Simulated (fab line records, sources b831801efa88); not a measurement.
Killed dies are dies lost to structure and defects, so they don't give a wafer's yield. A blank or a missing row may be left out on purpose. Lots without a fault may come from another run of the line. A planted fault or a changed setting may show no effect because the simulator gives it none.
Chamber matching | flow sky130 | SKY_VIA3_HDPCVD_00 on hdpcvd-01: 3 sister chambers
The step deposits SiO2, target thk 1635 nm, time 272.5 s. 14 wafers are shown with their chamber, then 7 later ones without.

WAFERS WITH THEIR CHAMBER
wafer  | chamber | run_length_s (s)
L326.2 | 2       | 300.7
L326.3 | 0       | 300.4
L326.5 | 0       | 300.7
L330.1 | 0       | 300.4
L330.2 | 1       | 299.4
L330.4 | 2       | 300.9
L331.1 | 2       | 301.2
L331.4 | 0       | 301.2
L331.5 | 2       | 301.1
L332.1 | 0       | 300.3
L332.5 | 0       | 300.5
L332.6 | 2       | 300.9
L345.2 | 2       | 301.1
L345.5 | 2       | 301.3

SIGNATURES (means of the wafers above)
reading      | chamber 0 | chamber 1 | chamber 2 | scatter within a chamber
run_length_s | 300.583   | 299.400   | 301.029   | 0.27
Rule: a wafer's distance from a chamber is the root of the sum, over the readings, of the square of ((its reading less the chamber's mean) divided by the reading's scatter). The wafer belongs to the nearest chamber; if the next one is less than 2 further off, it can't be placed. The scatter: the root of (the sum of the squares of (reading less its chamber's mean) over the shown wafers, divided by (wafers less chambers)).

WAFERS WITHOUT THEIR CHAMBER
wafer  | run_length_s (s)
L345.6 | 300.5
L344.3 | 299.1
L344.5 | 300.6
L344.6 | 301.1
L347.2 | 299.2
L347.3 | 300.3
L347.5 | 299.4

WHICH CHAMBER EACH WENT THROUGH
wafer  | from the rows above     | in truth
L345.6 | can't be placed: 0 or 2 | 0
L344.3 | 1                       | 1
L344.5 | can't be placed: 0 or 2 | 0
L344.6 | can't be placed: 2 or 0 | 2
L347.2 | 1                       | 1
L347.3 | can't be placed: 0 or 2 | 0
L347.5 | 1                       | 1
Placed correctly: 3 of 7. Can't be placed from these rows: 4 (the true chamber is among the candidates in 4). Placed wrongly: 0.
